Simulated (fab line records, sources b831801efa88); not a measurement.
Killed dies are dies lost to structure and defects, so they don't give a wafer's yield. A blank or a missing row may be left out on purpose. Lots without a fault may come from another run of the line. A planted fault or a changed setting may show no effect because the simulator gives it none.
Which tool did it? | flow gf180mcu | 7 lots, 21 wafers sampled, at 3 steps of a route of 602

WHAT THE GAUGES READ, wafer by wafer
GF_MIM_RS_MEAS_10: measures by four-point-probe.
lot  | measured     | on            | MIM_ALCU_RS (ohm/sq)
L345 | day 25 11:14 | film_metro-02 | 0.1599 0.1587 0.1590
L348 | day 26 11:10 | film_metro-02 | 0.1611 0.1614 0.1589
L350 | day 27 07:08 | film_metro-01 | 0.1589 0.1583 0.1584
L352 | day 27 23:04 | film_metro-02 | 0.1594 0.1560 0.1593
L355 | day 28 16:01 | film_metro-01 | 0.1590 0.1604 0.1603
L364 | day 31 05:26 | film_metro-04 | 0.1591 0.1592 0.1587
L366 | day 31 17:25 | film_metro-01 | 0.2384 0.2403 0.2379 0.2385 0.2404 0.2383

WHICH TOOL RAN EACH LOT (tool, then ch and the chambers of the sampled wafers, then the start)
lot  | GF_V4_CVD_02                    | GF_MIM_SPUTTER_08
L345 | pecvd-04 ch 0,2, day 24 11:27   | pvd_sputter-01, day 25 11:10
L348 | pecvd-01 ch 0,1,2, day 25 11:17 | pvd_sputter-03, day 26 11:07
L350 | pecvd-03 ch 1,2, day 26 08:28   | pvd_sputter-01, day 27 07:05
L352 | pecvd-01 ch 0,1,2, day 27 00:58 | pvd_sputter-02, day 27 23:01
L355 | pecvd-04 ch 0,1, day 27 17:40   | pvd_sputter-02, day 28 15:55
L364 | pecvd-01 ch 0,1,2, day 30 09:31 | pvd_sputter-01, day 31 05:22
L366 | pecvd-03 ch 0,2, day 30 20:32   | pvd_sputter-02, day 31 17:20
- GF_V4_CVD_02: deposits SiO2 from TEOS, target thk 850 nm, time 94.851 s.
- GF_MIM_SPUTTER_08: material AlCu, target thk 200 nm, time 10.6 s.

THE ANSWER, worked out from the rows above alone
Rule: what is usual is taken from the lots themselves. Put in order of their means at a reading, lots are off if they are a third of the lots or fewer, leave a main group of 4 or more, and stand apart from it by a gap of 3 or more times the standard deviation of the main group's means; of several such gaps the widest counts. A main group whose means are all the same, to the digits that the tables above print for the reading, isn't used. A lot without any number at a reading at which 4 lots or more have one is off too. The other lots that the step has rows for count as sound.
Off: L366, at GF_MIM_RS_MEAS_10 (MIM_ALCU_RS). The main group: mean 0.1592 ohm/sq, standard deviation 0.00076.
A tool fits if, at a process step before that reading, it ran every lot that is off, and no sound lot after the first of them. The gauges at GF_MIM_RS_MEAS_10 are tried like those tools. Can't be told from this: 3 tools fit, pecvd-03 at GF_V4_CVD_02, pvd_sputter-02 at GF_MIM_SPUTTER_08, film_metro-01 at GF_MIM_RS_MEAS_10.

WHAT THE SIMULATOR HAD PUT IN
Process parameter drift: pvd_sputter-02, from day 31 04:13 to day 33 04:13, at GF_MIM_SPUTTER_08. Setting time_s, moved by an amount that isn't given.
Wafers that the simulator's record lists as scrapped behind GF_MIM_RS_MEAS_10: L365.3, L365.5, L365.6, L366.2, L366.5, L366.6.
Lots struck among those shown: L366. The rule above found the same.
